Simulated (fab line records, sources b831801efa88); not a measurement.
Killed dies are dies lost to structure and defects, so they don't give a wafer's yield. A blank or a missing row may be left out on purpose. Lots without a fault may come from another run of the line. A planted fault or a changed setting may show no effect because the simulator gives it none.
Problem report in the 8D (eight disciplines) form, filled by code | flow sky130 | the parts of the form that need people (team, actions taken, sign-off) are left out

1. THE PROBLEM
bias_w at SKY_VIA3_ETCH_14 reads a mean of 102.6 W on 9 wafers of 3 lots; wafers without a fault read 100.0 W with a standard deviation of 0.31. That is +8.2 standard deviations from the usual mean.
The step: etches BARC in N2/H2, stops on SiO2, time 45.9 s, target depth 60 nm.
First seen on wafer L122.3, day 45 00:41, on rie_diel-01. The record holds 36 wafers of 12 lots with a number at this step. Rule for "out", or "out of limits": more than 4 standard deviations from the usual mean. The other wafers with a number count as sound.

2. WHAT IT IS AND WHAT IT IS NOT
question                    | is                     | is not
which readings at this step | bias_w                 | drypump_motor_current_A, oes_product_au, throttle_valve_pct
which lots                  | L121, L122, L124       | L107, L110, L114, L116, L117, L127, L128, L129, L130
which wafers of those lots  | all that have a number | -
read on which tools         | rie_diel-01            | rie_diel-02, rie_diel-04
when                        | from day 45 00:41      | up to then (15 sound wafers); but 12 sound wafers of L127, L128, L129, L130 came after

3. SUSPECTS, AND WHAT RULES EACH OUT
Counting: a tool at a process step up to the reading stays a suspect if it ran every lot that is out and no sound lot after the first of them.
- rie_diel-01 at SKY_VIA3_ETCH_14 (etches BARC in N2/H2, stops on SiO2, time 45.9 s, target depth 60 nm): kept. It ran every lot that is out, first L122 (day 45 00:41), and no sound lot after that; its last sound lot up to then is L117 (day 43 04:25). Its own readings are out on those wafers: bias_w.
Left after counting: rie_diel-01 at SKY_VIA3_ETCH_14.

4. THE CAUSE (what the simulator had put in)
Process parameter drift: rie_diel-01, from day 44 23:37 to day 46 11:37, at SKY_VIA3_ETCH_14. Setting bias_w, moved by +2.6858, from 100. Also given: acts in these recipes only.
Counting left only this tool.

5. THE CHAIN OF EFFECTS, in route order
Each row: a reading whose mean over the struck wafers that have a number lies more than 3 standard deviations from the usual. Only readings for which the record gives a usual standard deviation are gone through. hours: the time from each lot's start at the first step in this table that gives one to its start at this step, as a median over the lots. sigmas: the change in usual standard deviations.
hours | step             | reading | usual   | on struck wafers | change | sigmas
0     | SKY_VIA3_ETCH_14 | bias_w  | 100.0 W | 102.6            | +2.6   | +8.2
The process steps in it:
- SKY_VIA3_ETCH_14: etches BARC in N2/H2, stops on SiO2, time 45.9 s, target depth 60 nm.
Later measuring or inspecting steps at which every struck wafer that the step has a row for has a number for every such reading, and none has moved that far: SKY_CAP2M_THK_MEAS_01.

6. WHAT WOULD HAVE CAUGHT IT SOONER
In this record the first reading out of limits was taken at day 45 00:41, 1 hour after the fault began at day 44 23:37.
